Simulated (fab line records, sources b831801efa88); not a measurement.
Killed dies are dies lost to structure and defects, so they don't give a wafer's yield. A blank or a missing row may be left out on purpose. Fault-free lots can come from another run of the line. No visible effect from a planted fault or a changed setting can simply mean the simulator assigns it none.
fab line records | flow sfq_line
[record] lots = 14 | wafers = 42 | last_day = 81
route steps=325 shown L0@14 M0@39 I0@50 M1@59
lots that met no fault: taken from a fault-free run of the same line
start_h: hours from the record's first day to the start of the lot's first wafer shown | wait_h: time in hours since the lot's previous step | " same as the row above | L1.1+2: one row covering several wafers at once | - either no value or no given start | * or withheld: withheld | < > ~ a bound
route shown NAME@n: names a module that has steps shown in the file, with the first one's number in the route | usual: mean and standard deviation over wafers with no fault | same: alike in all rows | chamber/n: place in a boat | sites: readings site by site | _std_site: standard deviation of those values | _edge_site: the outer-site mean with the inner-site mean subtracted | radius_mm: how far each site lies from the wafer's centre | mask NAME#n: copy n | behind: tool/chamber where the wafer was last shaped | hold: what put the lot on hold/how long, in hours/how the hold closed | device: the transistor (n, p or np) that didn't switch | end of line: the tests these same wafers got at the end of their route | a step without rows: its recipe alone | killed: dies that structure and defects cost at the first sort, which is not the same as the wafer's yield | map: dies across one wafer; x = killed, . = not, _ = none there
set.NAME: the setting the step ran with; set.NAME@STEP: the setting that earlier step ran with | model.NAME: the simulator's own value behind a step, which no gauge read
route steps across a sampled set of lots; one table per step, one row per wafer
services: a tool's chamber out of use, with start hour (start_h, from the record's first day; less than 0 if before it), hours out, and reason
[[steps]]
[step SFQ_TRILAYER_L0_STRIP_STRIP_009]
[recipe] gas = O2 | power_w = 200 | platen_temp_c = 40 | overash_fraction = 0.65 | chemistry = O2 | pressure_mtorr = 50
[usual] drypump_motor_current_A = 6.01/0.28 | oes_product_au = 0.998/0.012
lot.wafer | tool         | chamber | start_h | wait_h | drypump_motor_current_A | oes_product_au | rf_hours_counter_h
L326.3    | rie_metal-02 | 1       | 85.48   | 0.2    | 6.23                    | 1.023          | -
L326.4    | "            | 0       | "       | "      | 6.34                    | 1.006          | -
L326.5    | "            | 0       | "       | "      | 6.37                    | 0.998          | -
L327.3    | rie_metal-01 | 0       | 92.68   | 0.2    | 5.70                    | 0.998          | -
L327.4    | "            | 1       | "       | "      | 5.80                    | 0.979          | -
L327.6    | "            | 1       | "       | "      | 5.78                    | 0.989          | -
L329.3    | rie_metal-03 | 1       | 103.60  | 0.2    | 6.32                    | 1.000          | -
L329.5    | "            | 1       | "       | "      | 6.33                    | 1.003          | -
L329.6    | "            | 0       | "       | "      | 5.72                    | 0.980          | -
L330.2    | rie_metal-02 | 1       | 111.80  | 0.0    | 6.23                    | 1.017          | 161
L330.5    | "            | 0       | "       | "      | 6.40                    | 0.987          | -
L330.6    | "            | 1       | "       | "      | 6.17                    | 1.020          | -
L332.1    | rie_metal-03 | 0       | 123.80  | 0.0    | 5.72                    | 0.980          | 186
L332.3    | "            | 1       | "       | "      | 6.31                    | 1.005          | -
L332.6    | "            | 1       | "       | "      | 6.32                    | 1.009          | -
L335.1    | rie_metal-02 | 0       | 142.32  | 0.0    | 6.37                    | 0.994          | 50
L335.2    | "            | 1       | "       | "      | 6.19                    | 1.017          | 165
L335.5    | "            | 0       | "       | "      | 6.36                    | 0.990          | -
L336.1    | rie_metal-01 | 0       | 149.52  | 0.0    | 5.71                    | 0.994          | 8
L336.2    | "            | 1       | "       | "      | 5.79                    | 0.994          | 194
L336.4    | "            | 0       | "       | "      | 5.71                    | 1.001          | -
L337.3    | rie_metal-02 | 0       | 153.32  | 0.2    | 6.41                    | 0.995          | -
L337.4    | "            | 1       | "       | "      | 6.25                    | 1.017          | -
L337.6    | "            | 1       | "       | "      | 6.21                    | 1.013          | -
L339.1    | rie_metal-01 | 1       | 167.52  | 0.0    | 5.80                    | 0.990          | 196
L339.4    | "            | 1       | "       | "      | 5.83                    | 0.986          | -
L339.6    | "            | 1       | "       | "      | 5.83                    | 0.986          | -
L340.2    | rie_metal-01 | 0       | 175.92  | 0.0    | 5.68                    | 1.002          | 12
L340.4    | "            | 1       | "       | "      | 5.84                    | 0.989          | -
L340.6    | "            | 0       | "       | "      | 5.69                    | 0.997          | -
L341.4    | rie_metal-01 | 0       | 183.82  | 0.6    | 5.71                    | 0.993          | -
L341.5    | "            | 0       | "       | "      | 5.72                    | 1.004          | -
L341.6    | "            | 0       | "       | "      | 5.70                    | 1.004          | -
L342.1    | rie_metal-01 | 0       | 192.82  | 0.1    | 5.71                    | 1.002          | 17
L342.4    | "            | 0       | "       | "      | 5.72                    | 1.000          | -
L342.5    | "            | 0       | "       | "      | 5.69                    | 1.011          | -
L347.3    | rie_metal-01 | 1       | 220.90  | 0.2    | 5.86                    | 0.995          | -
L347.5    | "            | 0       | "       | "      | 5.71                    | 0.995          | -
L347.6    | "            | 1       | "       | "      | 5.80                    | 0.982          | -
L348.2    | rie_metal-03 | 1       | 226.70  | 0.0    | 6.32                    | 1.019          | 189
L348.3    | "            | 1       | "       | "      | 6.32                    | 1.003          | -
L348.6    | "            | 1       | "       | "      | 6.31                    | 1.007          | -
[step SFQ_TRILAYER_M0_BARC_OPEN_METAL_ETCH_031]
[recipe] mask_material = PR | chemistry = O2 | target_depth_nm = 125 | target = BARC | icp_w = 600 | bias_w = 80 | pressure_mtorr = 10 | time_s = 41.7
[usual] bias_w = 79.96/0.21 | chamber_pressure_mTorr = 9.999/0.0091 | drypump_motor_current_A = 6.0/0.4 | oes_product_au = 0.685/0.0046
lot.wafer | tool         | chamber | start_h | wait_h | bias_w | chamber_pressure_mTorr | drypump_motor_current_A | oes_product_au | rf_hours_counter_h
L326.3    | rie_metal-02 | 1       | 277.18  | 0.0    | 80.05  | 9.996                  | 6.2                     | 0.683          | -
L326.4    | "            | 0       | "       | "      | 79.82  | 9.998                  | 6.4                     | 0.681          | -
L326.5    | "            | 1       | "       | "      | 80.13  | 9.986                  | 6.2                     | 0.692          | -
L327.3    | rie_metal-04 | 0       | 289.18  | 0.0    | 80.05  | 9.999                  | 5.2                     | 0.688          | -
L327.4    | "            | 1       | "       | "      | 79.82  | 9.985                  | 5.8                     | 0.688          | -
L327.6    | "            | 0       | "       | "      | 80.45  | 9.999                  | 5.2                     | 0.682          | -
L329.3    | rie_metal-02 | 0       | 302.40  | 0.1    | 80.34  | 10.008                 | 6.4                     | 0.684          | -
L329.5    | "            | 0       | "       | "      | 80.17  | 10.003                 | 6.4                     | 0.687          | -
L329.6    | "            | 0       | "       | "      | 80.17  | 9.998                  | 6.3                     | 0.694          | -
L330.2    | rie_metal-03 | 1       | 314.17  | 0.0    | 79.72  | 9.995                  | 6.3                     | 0.687          | 8
L330.5    | "            | 0       | "       | "      | 80.00  | 9.993                  | 5.7                     | 0.686          | -
L330.6    | "            | 1       | "       | "      | 79.91  | 9.994                  | 6.3                     | 0.685          | -
L332.1    | rie_metal-04 | 0       | 332.17  | 0.0    | 79.94  | 10.007                 | 5.3                     | 0.685          | 135
L332.3    | "            | 1       | "       | "      | 79.54  | 10.014                 | 5.8                     | 0.677          | -
L332.6    | "            | 0       | "       | "      | 79.81  | 9.996                  | 5.2                     | 0.687          | -
L335.1    | rie_metal-03 | 1       | 352.95  | 0.0    | 80.12  | 9.990                  | 6.3                     | 0.684          | 13
L335.2    | "            | 0       | "       | "      | 80.01  | 10.000                 | 5.7                     | 0.680          | 24
L335.5    | "            | 0       | "       | "      | 79.96  | 9.994                  | 5.7                     | 0.684          | -
L336.1    | rie_metal-03 | 0       | 360.15  | 0.0    | 80.14  | 9.995                  | 5.7                     | 0.693          | 25
L336.2    | "            | 1       | "       | "      | 79.99  | 10.007                 | 6.3                     | 0.684          | 14
L336.4    | "            | 0       | "       | "      | 79.94  | 9.998                  | 5.7                     | 0.689          | -
L337.3    | rie_metal-04 | 1       | 362.57  | 0.0    | 79.78  | 9.995                  | 5.8                     | 0.689          | -
L337.4    | "            | 0       | "       | "      | 79.75  | 9.998                  | 5.3                     | 0.690          | -
L337.6    | "            | 1       | "       | "      | 79.83  | 10.010                 | 5.8                     | 0.688          | -
L339.1    | rie_metal-02 | 1       | 389.65  | 0.0    | 80.14  | 9.999                  | 6.2                     | 0.689          | 14
L339.4    | "            | 1       | "       | "      | 80.30  | 10.004                 | 6.2                     | 0.684          | -
L339.6    | "            | 0       | "       | "      | 80.28  | 9.993                  | 6.4                     | 0.688          | -
L340.2    | rie_metal-02 | 1       | 394.45  | 0.0    | -      | -                      | -                       | -              | -
L340.4    | "            | 1       | "       | "      | -      | -                      | -                       | -              | -
L340.6    | "            | 1       | "       | "      | -      | -                      | -                       | -              | -
L341.4    | rie_metal-04 | 0       | 400.47  | 0.0    | -      | -                      | -                       | -              | -
L341.5    | "            | 1       | "       | "      | -      | -                      | -                       | -              | -
L341.6    | "            | 0       | "       | "      | -      | -                      | -                       | -              | -
L342.1    | rie_metal-04 | 0       | 418.49  | 0.0    | 80.11  | 10.004                 | 5.3                     | 0.684          | 147
L342.4    | "            | 0       | "       | "      | 79.65  | 9.991                  | 5.3                     | 0.685          | -
L342.5    | "            | 0       | "       | "      | 79.88  | 9.998                  | 5.3                     | 0.684          | -
L347.3    | rie_metal-03 | 0       | 459.05  | 0.0    | 80.55  | 10.014                 | 5.7                     | 0.685          | -
L347.5    | "            | 0       | "       | "      | 80.06  | 10.003                 | 5.8                     | 0.673          | -
L347.6    | "            | 1       | "       | "      | 80.00  | 10.012                 | 6.3                     | 0.681          | -
L348.2    | rie_metal-02 | 0       | 467.43  | 0.0    | 79.79  | 9.995                  | 6.4                     | 0.684          | 111
L348.3    | "            | 0       | "       | "      | 79.81  | 9.998                  | 6.4                     | 0.688          | -
L348.6    | "            | 1       | "       | "      | 79.69  | 10.002                 | 6.2                     | 0.686          | -
[step SFQ_TRILAYER_M0_ETCH_METAL_ETCH_024]
[recipe] target = Nb | stop_on = SiO2 | mask_material = PR | chemistry = Cl2/Ar | target_depth_nm = 240 | icp_w = 600 | bias_w = 80 | pressure_mtorr = 10 | time_s = 120
[usual] bias_w = 80.00/0.25 | chamber_pressure_mTorr = 10.001/0.0085 | drypump_motor_current_A = 6.0/0.4 | oes_product_au = 0.894/0.0069
lot.wafer | tool         | chamber | start_h | wait_h | bias_w | chamber_pressure_mTorr | drypump_motor_current_A | oes_product_au | rf_hours_counter_h
L326.3    | rie_metal-02 | 1       | 277.26  | 0.1    | 80.36  | 9.997                  | 6.2                     | 0.896          | -
L326.4    | "            | 0       | "       | "      | 79.91  | 9.996                  | 6.4                     | 0.883          | -
L326.5    | "            | 1       | "       | "      | 80.48  | 10.001                 | 6.2                     | 0.897          | -
L327.3    | rie_metal-04 | 0       | 289.26  | 0.1    | 80.35  | 10.001                 | 5.3                     | 0.895          | -
L327.4    | "            | 1       | "       | "      | 79.97  | 10.002                 | 5.8                     | 0.894          | -
L327.6    | "            | 0       | "       | "      | 80.56  | 9.995                  | 5.3                     | 0.882          | -
L329.3    | rie_metal-02 | 0       | 302.56  | 0.1    | 79.76  | 10.005                 | 6.4                     | 0.894          | -
L329.5    | "            | 0       | "       | "      | 80.05  | 9.997                  | 6.4                     | 0.899          | -
L329.6    | "            | 0       | "       | "      | 79.86  | 10.009                 | 6.4                     | 0.904          | -
L330.2    | rie_metal-03 | 1       | 314.23  | 0.0    | 80.27  | 10.013                 | 6.3                     | 0.889          | 8
L330.5    | "            | 0       | "       | "      | 80.05  | 9.995                  | 5.8                     | 0.896          | -
L330.6    | "            | 1       | "       | "      | 80.21  | 9.997                  | 6.3                     | 0.898          | -
L332.1    | rie_metal-04 | 0       | 332.23  | 0.0    | 80.01  | 9.991                  | 5.3                     | 0.892          | 135
L332.3    | "            | 1       | "       | "      | 80.05  | 10.002                 | 5.8                     | 0.895          | -
L332.6    | "            | 0       | "       | "      | 79.69  | 9.992                  | 5.3                     | 0.894          | -
L335.1    | rie_metal-03 | 1       | 353.01  | 0.0    | 80.25  | 9.999                  | 6.3                     | 0.891          | 13
L335.2    | "            | 0       | "       | "      | 79.92  | 10.009                 | 5.7                     | 0.895          | 24
L335.5    | "            | 0       | "       | "      | 80.09  | 9.997                  | 5.8                     | 0.893          | -
L336.1    | rie_metal-03 | 0       | 360.21  | 0.0    | 79.74  | 9.997                  | 5.7                     | 0.884          | 25
L336.2    | "            | 1       | "       | "      | 80.63  | 10.003                 | 6.3                     | 0.893          | 14
L336.4    | "            | 0       | "       | "      | 80.10  | 10.015                 | 5.7                     | 0.890          | -
L337.3    | rie_metal-04 | 1       | 362.65  | 0.1    | 79.97  | 10.009                 | 5.8                     | 0.887          | -
L337.4    | "            | 0       | "       | "      | 79.96  | 9.985                  | 5.3                     | 0.897          | -
L337.6    | "            | 1       | "       | "      | 80.16  | 9.990                  | 5.9                     | 0.883          | -
L339.1    | rie_metal-02 | 1       | 389.71  | 0.0    | 79.94  | 9.994                  | 6.3                     | 0.886          | 14
L339.4    | "            | 1       | "       | "      | 79.98  | 10.014                 | 6.2                     | 0.883          | -
L339.6    | "            | 0       | "       | "      | 80.17  | 10.008                 | 6.4                     | 0.900          | -
L340.2    | rie_metal-02 | 1       | 394.51  | 0.0    | 80.02  | 9.981                  | 6.2                     | 0.374          | 15
L340.4    | "            | 1       | "       | "      | 79.96  | 10.005                 | 6.2                     | 0.375          | -
L340.6    | "            | 1       | "       | "      | 80.19  | 9.993                  | 6.2                     | 0.376          | -
L341.4    | rie_metal-04 | 0       | 400.55  | 0.1    | 79.80  | 9.981                  | 5.3                     | 0.368          | -
L341.5    | "            | 1       | "       | "      | 79.88  | 9.995                  | 5.8                     | 0.373          | -
L341.6    | "            | 0       | "       | "      | 79.93  | 9.995                  | 5.2                     | 0.377          | -
L342.1    | rie_metal-04 | 0       | 418.55  | 0.0    | 79.76  | 10.003                 | 5.3                     | 0.901          | 147
L342.4    | "            | 0       | "       | "      | 80.43  | 10.002                 | 5.3                     | 0.901          | -
L342.5    | "            | 0       | "       | "      | 80.17  | 10.001                 | 5.3                     | 0.900          | -
L347.3    | rie_metal-03 | 0       | 459.13  | 0.1    | 79.77  | 10.002                 | 5.7                     | 0.891          | -
L347.5    | "            | 0       | "       | "      | 79.72  | 10.002                 | 5.8                     | 0.889          | -
L347.6    | "            | 1       | "       | "      | 79.68  | 9.998                  | 6.3                     | 0.890          | -
L348.2    | rie_metal-02 | 0       | 467.49  | 0.0    | 80.02  | 10.001                 | 6.4                     | 0.893          | 111
L348.3    | "            | 0       | "       | "      | 79.72  | 9.997                  | 6.3                     | 0.891          | -
L348.6    | "            | 1       | "       | "      | 79.88  | 9.996                  | 6.2                     | 0.893          | -
[step SFQ_TRILAYER_M0_STRIP_STRIP_025]
[recipe] gas = O2 | power_w = 200 | platen_temp_c = 40 | overash_fraction = 0.65 | chemistry = O2 | pressure_mtorr = 50
[usual] drypump_motor_current_A = 6.0/0.4 | oes_product_au = 1.002/0.0078
lot.wafer | tool         | chamber | start_h | wait_h | drypump_motor_current_A | oes_product_au | rf_hours_counter_h
L326.3    | rie_metal-02 | 1       | 277.54  | 0.2    | 6.3                     | 1.021          | -
L326.4    | "            | 0       | "       | "      | 6.4                     | 0.998          | -
L326.5    | "            | 1       | "       | "      | 6.2                     | 1.012          | -
L327.3    | rie_metal-04 | 0       | 289.54  | 0.2    | 5.3                     | 1.005          | -
L327.4    | "            | 1       | "       | "      | 5.8                     | 1.013          | -
L327.6    | "            | 0       | "       | "      | 5.3                     | 0.997          | -
L329.3    | rie_metal-02 | 0       | 303.13  | 0.5    | 6.4                     | 0.991          | -
L329.5    | "            | 0       | "       | "      | 6.4                     | 1.005          | -
L329.6    | "            | 0       | "       | "      | 6.4                     | 1.003          | -
L330.2    | rie_metal-03 | 1       | 314.35  | 0.1    | 6.3                     | 0.991          | 8
L330.5    | "            | 0       | "       | "      | 5.8                     | 1.002          | -
L330.6    | "            | 1       | "       | "      | 6.3                     | 0.997          | -
L332.1    | rie_metal-04 | 0       | 332.35  | 0.1    | 5.3                     | 0.993          | 135
L332.3    | "            | 1       | "       | "      | 5.9                     | 0.997          | -
L332.6    | "            | 0       | "       | "      | 5.3                     | 0.993          | -
L335.1    | rie_metal-03 | 1       | 353.14  | 0.1    | 6.3                     | 1.004          | 13
L335.2    | "            | 0       | "       | "      | 5.8                     | 1.001          | 24
L335.5    | "            | 0       | "       | "      | 5.7                     | 1.003          | -
L336.1    | rie_metal-03 | 0       | 360.34  | 0.1    | 5.7                     | 1.005          | 25
L336.2    | "            | 1       | "       | "      | 6.3                     | 0.996          | 14
L336.4    | "            | 0       | "       | "      | 5.7                     | 1.021          | -
L337.3    | rie_metal-04 | 1       | 362.94  | 0.2    | 5.8                     | 0.997          | -
L337.4    | "            | 0       | "       | "      | 5.3                     | 0.995          | -
L337.6    | "            | 1       | "       | "      | 5.8                     | 1.009          | -
L339.1    | rie_metal-02 | 1       | 389.84  | 0.1    | 6.2                     | 1.002          | 14
L339.4    | "            | 1       | "       | "      | 6.2                     | 0.996          | -
L339.6    | "            | 0       | "       | "      | 6.4                     | 0.992          | -
L340.2    | rie_metal-02 | 1       | 394.64  | 0.1    | 6.2                     | 1.017          | 15
L340.4    | "            | 1       | "       | "      | 6.2                     | 0.998          | -
L340.6    | "            | 1       | "       | "      | 6.2                     | 1.010          | -
L341.4    | rie_metal-04 | 0       | 400.84  | 0.2    | 5.3                     | 0.998          | -
L341.5    | "            | 1       | "       | "      | 5.8                     | 1.011          | -
L341.6    | "            | 0       | "       | "      | 5.3                     | 0.997          | -
L342.1    | rie_metal-04 | 0       | 418.68  | 0.1    | 5.2                     | 0.997          | 148
L342.4    | "            | 0       | "       | "      | 5.3                     | 0.996          | -
L342.5    | "            | 0       | "       | "      | 5.3                     | 1.003          | -
L347.3    | rie_metal-03 | 0       | 459.42  | 0.2    | 5.7                     | 0.997          | -
L347.5    | "            | 0       | "       | "      | 5.8                     | 0.988          | -
L347.6    | "            | 1       | "       | "      | 6.3                     | 0.996          | -
L348.2    | rie_metal-02 | 0       | 467.62  | 0.1    | 6.4                     | 1.012          | 111
L348.3    | "            | 0       | "       | "      | 6.4                     | 1.001          | -
L348.6    | "            | 1       | "       | "      | 6.2                     | 1.006          | -
[step SFQ_TRILAYER_I0_VIA_LITHO_EXPOSE_032]
[recipe] mask_id = I0 | na = 0.6 | source_shape = conventional | sigma_outer = 0.65 | target_cd_nm = 500 | dose_mj = 21.3
[usual] exposure_dose_mJ_cm2 = 21.307/0.022 | focus_offset_nm = 0.0/0.54 | reticle_temp_C = 22.99/0.11
lot.wafer | tool           | chamber | start_h | wait_h | mask | exposure_dose_mJ_cm2 | focus_offset_nm | reticle_temp_C
L326.3    | krf_scanner-01 | 0       | 398.12  | -      | I0#0 | 21.273               | 0.3             | 22.94
L326.4    | "              | 0       | "       | "      | I0#0 | 21.255               | 0.6             | 22.92
L326.5    | "              | 0       | "       | "      | I0#0 | 21.268               | 0.0             | 22.89
L327.3    | krf_scanner-02 | 0       | 428.16  | -      | I0#0 | 21.330               | 0.1             | 22.98
L327.4    | "              | 0       | "       | "      | I0#0 | 21.288               | -0.1            | 23.04
L327.6    | "              | 0       | "       | "      | I0#0 | 21.306               | 0.3             | 23.01
L329.3    | krf_scanner-02 | 0       | 440.16  | -      | I0#0 | 21.282               | -0.5            | 23.10
L329.5    | "              | 0       | "       | "      | I0#0 | 21.298               | 0.7             | 23.09
L329.6    | "              | 0       | "       | "      | I0#0 | 21.325               | 0.4             | 22.92
L330.2    | krf_scanner-02 | 0       | 448.36  | -      | I0#0 | 21.320               | -0.2            | 23.11
L330.5    | "              | 0       | "       | "      | I0#0 | 21.322               | -0.5            | 23.07
L330.6    | "              | 0       | "       | "      | I0#0 | 21.279               | -0.5            | 23.29
L332.1    | krf_scanner-01 | 0       | 468.30  | -      | I0#0 | 21.316               | -0.4            | 23.12
L332.3    | "              | 0       | "       | "      | I0#0 | 21.315               | 0.8             | 22.87
L332.6    | "              | 0       | "       | "      | I0#0 | 21.299               | 0.1             | 23.10
L335.1    | krf_scanner-01 | 0       | 496.65  | -      | I0#0 | 21.315               | 0.6             | 22.79
L335.2    | "              | 0       | "       | "      | I0#0 | 21.302               | 0.4             | 22.86
L335.5    | "              | 0       | "       | "      | I0#0 | 21.300               | -0.4            | 22.94
L336.1    | krf_scanner-01 | 0       | 503.85  | -      | I0#0 | 21.312               | -0.7            | 22.95
L336.2    | "              | 0       | "       | "      | I0#0 | 21.320               | -1.0            | 23.00
L336.4    | "              | 0       | "       | "      | I0#0 | 21.329               | -1.0            | 23.12
L337.3    | krf_scanner-01 | 0       | 507.85  | -      | I0#0 | 21.318               | -0.4            | 23.08
L337.4    | "              | 0       | "       | "      | I0#0 | 21.316               | -0.5            | 22.99
L337.6    | "              | 0       | "       | "      | I0#0 | 21.285               | -1.4            | 23.12
L339.1    | krf_scanner-01 | 0       | 531.45  | -      | I0#0 | 21.282               | 0.2             | 22.99
L339.4    | "              | 0       | "       | "      | I0#0 | 21.310               | -0.5            | 22.96
L339.6    | "              | 0       | "       | "      | I0#0 | 21.283               | -0.1            | 23.00
L340.2    | krf_scanner-01 | -       | 537.65  | -      | I0#0 | -                    | -               | -
L340.4    | "              | -       | "       | "      | I0#0 | -                    | -               | -
L340.6    | "              | -       | "       | "      | I0#0 | -                    | -               | -
L341.4    | krf_scanner-01 | -       | 541.65  | -      | I0#0 | -                    | -               | -
L341.5    | "              | -       | "       | "      | I0#0 | -                    | -               | -
L341.6    | "              | -       | "       | "      | I0#0 | -                    | -               | -
L342.1    | krf_scanner-01 | 0       | 554.25  | -      | I0#0 | 21.363               | -0.5            | 22.77
L342.4    | "              | 0       | "       | "      | I0#0 | 21.336               | 0.5             | 22.88
L342.5    | "              | 0       | "       | "      | I0#0 | 21.344               | 0.5             | 22.90
L347.3    | krf_scanner-02 | 0       | 602.34  | -      | I0#0 | 21.345               | -0.2            | 22.94
L347.5    | "              | 0       | "       | "      | I0#0 | 21.351               | -0.2            | 22.87
L347.6    | "              | 0       | "       | "      | I0#0 | 21.334               | -0.1            | 23.06
L348.2    | krf_scanner-02 | 0       | 620.14  | -      | I0#0 | 21.325               | -1.0            | 23.06
L348.3    | "              | 0       | "       | "      | I0#0 | 21.325               | -0.4            | 22.99
L348.6    | "              | 0       | "       | "      | I0#0 | 21.306               | -0.5            | 23.06
[step SFQ_TRILAYER_M1_DEP_SPUTTER_037]
[recipe] material = Nb | base_pressure_pa = 1.33e-06 | chamber_pressure_pa = 0.1333 | substrate_temp_c = 20 | resputter_cathode_voltage_v = 400 | target_thk_nm = 200 | power_w = 2000 | time_s = 133.3
[usual] substrate_temp_c = 20.01/0.11 | throttle_valve_pct = 30.1/0.64
lot.wafer | tool           | chamber | start_h | wait_h | substrate_temp_c | throttle_valve_pct
L326.3    | pvd_sputter-05 | -       | 400.21  | 0.0    | 19.90            | 29.9
L326.4    | "              | -       | "       | "      | 19.94            | 29.6
L326.5    | "              | -       | "       | "      | 20.13            | 31.0
L327.3    | pvd_sputter-03 | -       | 430.92  | 0.0    | 20.08            | 29.8
L327.4    | "              | -       | "       | "      | 19.87            | 30.7
L327.6    | "              | -       | "       | "      | 19.99            | 29.6
L329.3    | pvd_sputter-03 | -       | 442.28  | 0.0    | 20.06            | 29.6
L329.5    | "              | -       | "       | "      | 19.89            | 30.7
L329.6    | "              | -       | "       | "      | 19.97            | 30.0
L330.2    | pvd_sputter-05 | -       | 450.65  | 0.0    | 19.87            | 30.2
L330.5    | "              | -       | "       | "      | 19.96            | 30.1
L330.6    | "              | -       | "       | "      | 20.11            | 31.1
L332.1    | pvd_sputter-05 | -       | 470.81  | 0.0    | 20.11            | 30.3
L332.3    | "              | -       | "       | "      | 20.08            | 31.2
L332.6    | "              | -       | "       | "      | 19.99            | 30.8
L335.1    | pvd_sputter-04 | -       | 499.14  | 0.0    | 19.84            | 30.7
L335.2    | "              | -       | "       | "      | 20.01            | 30.4
L335.5    | "              | -       | "       | "      | 19.98            | 28.4
L336.1    | pvd_sputter-03 | -       | 506.34  | 0.0    | 20.00            | 29.9
L336.2    | "              | -       | "       | "      | 20.12            | 30.6
L336.4    | "              | -       | "       | "      | 20.06            | 30.0
L337.3    | pvd_sputter-05 | -       | 509.94  | 0.0    | 19.88            | 30.1
L337.4    | "              | -       | "       | "      | 19.89            | 31.2
L337.6    | "              | -       | "       | "      | 19.95            | 31.3
L339.1    | pvd_sputter-05 | -       | 533.94  | 0.0    | 20.06            | 29.9
L339.4    | "              | -       | "       | "      | 19.81            | 30.1
L339.6    | "              | -       | "       | "      | 20.02            | 30.3
L340.2    | pvd_sputter-03 | -       | 539.94  | 0.0    | 20.22            | 30.8
L340.4    | "              | -       | "       | "      | 19.94            | 29.7
L340.6    | "              | -       | "       | "      | 19.88            | 29.9
L341.4    | pvd_sputter-04 | -       | 543.57  | 0.0    | 20.10            | 30.9
L341.5    | "              | -       | "       | "      | 19.94            | 30.7
L341.6    | "              | -       | "       | "      | 20.03            | 30.0
L342.1    | pvd_sputter-04 | -       | 556.74  | 0.0    | 20.03            | 28.7
L342.4    | "              | -       | "       | "      | 19.97            | 30.6
L342.5    | "              | -       | "       | "      | 20.24            | 30.3
L347.3    | pvd_sputter-04 | -       | 604.61  | 0.0    | 20.21            | 28.5
L347.5    | "              | -       | "       | "      | 20.09            | 28.6
L347.6    | "              | -       | "       | "      | 19.88            | 30.3
L348.2    | pvd_sputter-04 | -       | 622.43  | 0.0    | 20.02            | 30.6
L348.3    | "              | -       | "       | "      | 20.12            | 30.3
L348.6    | "              | -       | "       | "      | 20.16            | 30.5
[[services]]
tool           | chamber | start_h | hours | kind
krf_scanner-01 | -       | 64.80   | 0.7   | repair
krf_scanner-01 | -       | 70.51   | 1.0   | pm
krf_scanner-01 | -       | 88.32   | 1.3   | pm
rie_metal-02   | -       | 91.96   | 2.8   | pm
krf_scanner-01 | -       | 134.20  | 0.8   | pm
krf_scanner-01 | -       | 194.55  | 1.7   | repair
rie_metal-03   | 0       | 218.62  | 7.1   | repair
rie_metal-03   | -       | 221.62  | 0.5   | repair
krf_scanner-01 | -       | 239.50  | 1.0   | pm
krf_scanner-01 | -       | 264.50  | 1.3   | pm
krf_scanner-01 | -       | 301.27  | 0.8   | pm
krf_scanner-01 | -       | 332.09  | 0.3   | repair
rie_metal-03   | -       | 332.40  | 2.8   | pm
rie_metal-03   | -       | 335.15  | 1.4   | pm
rie_metal-03   | 1       | 335.28  | 2.1   | repair
rie_metal-04   | -       | 366.05  | 0.5   | repair
rie_metal-03   | -       | 375.93  | 0.9   | repair
rie_metal-03   | -       | 403.60  | 28.1  | pm
rie_metal-04   | -       | 426.55  | 2.8   | pm
rie_metal-02   | 1       | 452.49  | 1.7   | repair
rie_metal-03   | -       | 476.04  | 0.2   | repair
rie_metal-02   | -       | 478.45  | 0.3   | repair
rie_metal-04   | 0       | 500.24  | 8.5   | repair
rie_metal-04   | 1       | 503.30  | 15.7  | repair
[[key]]
[first_sign] step = SFQ_TRILAYER_M0_BARC_OPEN_METAL_ETCH_031 | reading = tool_record | direction = missing
[effect] step = SFQ_TRILAYER_M0_ETCH_METAL_ETCH_024 | reading = oes_product_au | direction = down | sigmas = 76 | usual = 0.894 | struck = 0.374
[effect] step = SFQ_TRILAYER_I0_VIA_LITHO_EXPOSE_032 | reading = tool_record | direction = missing
met_at SFQ_TRILAYER_M0_BARC_OPEN_METAL_ETCH_031
struck_lots L340,L341
not_acting_at SFQ_TRILAYER_L0_STRIP_STRIP_009,SFQ_TRILAYER_M0_STRIP_STRIP_025,SFQ_TRILAYER_M1_DEP_SPUTTER_037
onset_between 389.65 394.45
[fault] kind = skipped_step_whole | tool = rie_metal-02,rie_metal-04 | chamber = - | onset_h = 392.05 | steps = SFQ_TRILAYER_M0_BARC_OPEN_METAL_ETCH_031 | scope = struck_lots_only
